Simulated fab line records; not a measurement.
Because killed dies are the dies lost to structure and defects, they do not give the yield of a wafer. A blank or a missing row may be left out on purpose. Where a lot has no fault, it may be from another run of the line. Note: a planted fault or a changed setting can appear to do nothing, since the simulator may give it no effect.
8D (eight disciplines) problem report, filled in by code :: flow sfq_line :: the parts of the form that need people (team, actions taken, sign-off) are left out

1. WHAT IS WRONG
Mean of heater_power_total_W at SFQ_TRILAYER_M6_LITHO_PEB_162: 82.76 W across 3 wafers in 2 lots; on wafers with no fault it is 79.15 W (standard deviation 0.059). That puts it +61 standard deviations away from the usual mean.
The step: peb time 60 s.
The first sign was on wafer L415.1 at day 81 13:48, on litho_track-04. The record has a number at this step for 42 wafers belonging to 14 lots. The rule behind "out" and "out of limits": a value lying over 4 standard deviations away from the usual mean. The other wafers with a number count as sound.

2. WHAT IT IS; WHAT IT IS NOT
question: which readings at this step
is: heater_power_total_W
is not: -

question: which lots
is: L415, L421
is not: L403, L404, L405, L406, L407, L408, L410, L411, L412, L413, L414, L424

question: which wafers of those lots
is: L415.1, L421.1, L421.5
is not: L415.2, L415.6, L421.6

question: read on which tools
is: litho_track-04
is not: litho_track-02, litho_track-03

question: when
is: from day 81 13:48
is not: up to then (35 sound wafers); but 4 sound wafers of L421, L424 came after

3. SUSPECTS, AND WHAT RULES EACH OUT
Counting: if a tool at a process step up to the reading ran every lot that is out, it stays a suspect. Sound lots after the first of them don't rule it out here, since some wafers of a struck lot are sound.
- litho_track-04 at SFQ_TRILAYER_M6_LITHO_PEB_162 (peb time 60 s): kept. It ran every lot that is out, first L415 (day 81 13:48); its last sound lot up to then is L414 (day 81 10:13). Its own readings are out on those wafers: heater_power_total_W.
Left after counting: litho_track-04 at SFQ_TRILAYER_M6_LITHO_PEB_162.

4. THE CAUSE (what the simulator had put in)
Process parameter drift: litho_track-04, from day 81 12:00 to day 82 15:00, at SFQ_TRILAYER_M6_LITHO_PEB_162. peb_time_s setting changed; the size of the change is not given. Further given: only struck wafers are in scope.
Only this tool survived the counting.

5. THE CHAIN OF EFFECTS, in route order
Each row: a reading where the mean over the struck wafers with a number is more than 3 standard deviations away from the usual. Scope: only readings with a usual standard deviation given in the record; hours: median across lots of the time from each lot's start at the first step in this table that gives one to its start at this step; sigmas: change in usual standard deviations.
hours: 0
step: SFQ_TRILAYER_M6_LITHO_PEB_162
reading: heater_power_total_W
usual: 79.15 W
on struck wafers: 82.76
change: +3.61
sigmas: +61
Here are the process steps it includes:
- SFQ_TRILAYER_M6_LITHO_PEB_162: peb time 60 s.

6. HOW IT WOULD HAVE BEEN CAUGHT EARLIER
The fault began at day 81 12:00; the first out-of-limits reading in this record came at day 81 13:48, 2 hours later.
